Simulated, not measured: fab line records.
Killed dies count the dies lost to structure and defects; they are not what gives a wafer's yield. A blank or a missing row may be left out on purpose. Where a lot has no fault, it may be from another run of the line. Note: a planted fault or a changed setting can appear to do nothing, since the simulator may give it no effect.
One fault seen from 2 desks    flow sky130    only its own numbers are on each desk; what lay behind them is given at the end

== AT THE TOOL OWNER'S DESK: implanter-01 ==
SKY_VT_ADJUST_NCORE_IMPLANT_09, tool's own readings: per-lot mean of the sampled wafers with a number, covering each lot this tool ran. If a lot's mean is further than 4 standard deviations from the usual mean, the lot is out of limits and carries the mark OUT (the distance appears in the brackets).
Columns: A = beam energy keV at SKY_VT_ADJUST_NCORE_IMPLANT_09, usual 10.000; B = beam on s at SKY_VT_ADJUST_NCORE_IMPLANT_09, usual 10.01 s; C = end station pressure torr at SKY_VT_ADJUST_NCORE_IMPLANT_09, usual 4.99e-06 Torr; D = faraday current uA at SKY_VT_ADJUST_NCORE_IMPLANT_09, usual 13.52
lot   first seen here  A       B                 C                           D
L428  day 10 13:01     10.000  10.09             5.21e-06                    13.45
L436  day 12 16:32     10.003  10.12             4.74e-06                    13.42
L437  day 12 18:35     10.003  10.00             4.90e-06                    13.56
L438  day 13 03:01     9.998   10.16             4.98e-06                    13.34
L439  day 13 06:15     9.998   12.19 (+11) OUT   9.08e-05 (+99 or more) OUT  11.11 (-8.9) OUT
L441  day 13 19:26     10.001  11.72 (+8.6) OUT  9.09e-05 (+99 or more) OUT  11.59 (-7.1) OUT
This desk's finding: out of limits on L439, L441; first on L439, day 13 06:15 (beam on s at SKY_VT_ADJUST_NCORE_IMPLANT_09). Within limits: L428, L436, L437, L438.

== THE METROLOGY DESK ==
What the gauges read for every lot (on any tool): the sampled wafers with a number, averaged. If a lot's mean is further than 4 standard deviations from the usual mean, the lot is out of limits and carries the mark OUT (the distance appears in the brackets).
Columns: A = FIELD_ISO_OXIDATION_01_THK at SKY_FIELD_ISO_THK_MEAS_23, usual 10.00 nm; B = VT_ADJUST_NCORE_TW at SKY_VT_ADJUST_NCORE_TW_MEAS_11, usual 217.7; C = SONOS_ONO_OXIDATION_THK at SKY_SONOS_ONO_THK_MEAS_01, usual 2.60 nm
lot   first seen here  A      B                 C
L426  day 3 07:13      10.02  219.1             2.61
L427  day 3 07:13      9.77   219.3             2.59
L428  day 3 17:03      9.77   216.5             2.61
L435  day 5 00:33      10.03  215.2             2.59
L436  day 5 07:07      10.03  218.9             2.57
L437  day 5 08:17      10.21  215.6             2.70
L438  day 5 14:07      10.13  215.2             2.68
L439  day 5 18:03      10.01  230.3 (+6.3) OUT  2.65
L440  day 5 22:47      9.90   215.8             2.58
L441  day 6 03:45      10.22  230.1 (+6.2) OUT  2.67
L442  day 6 10:10      10.20  217.1             2.54
L446  day 7 10:49      10.27  220.3             2.55
Per this desk, out of limits: L439, L441; the first was L439, day 13 06:29 (VT_ADJUST_NCORE_TW at SKY_VT_ADJUST_NCORE_TW_MEAS_11). Within limits: L426, L427, L428, L435, L436, L437, L438, L440, L442, L446.

== BROUGHT TOGETHER ==
At day 13 06:15, on L439, L441, the tool owner's desk was in a position to raise an alarm.
Metrology desk: alarm possible at day 13 06:29 on L439, L441.
Of the lots named, all ran SKY_VT_ADJUST_NCORE_IMPLANT_09 on implanter-01.

== WHAT THE SIMULATOR HAD PUT IN ==
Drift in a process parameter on implanter-01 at SKY_VT_ADJUST_NCORE_IMPLANT_09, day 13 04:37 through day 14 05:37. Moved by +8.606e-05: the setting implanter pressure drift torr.
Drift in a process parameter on implanter-01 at SKY_VT_ADJUST_NCORE_IMPLANT_09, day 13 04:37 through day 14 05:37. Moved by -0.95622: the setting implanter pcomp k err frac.
Shown lots that were struck: L439, L441.
Time in hours from fault onset to the first out-of-limits reading at each desk: tool owner's desk 2, metrology desk 2.
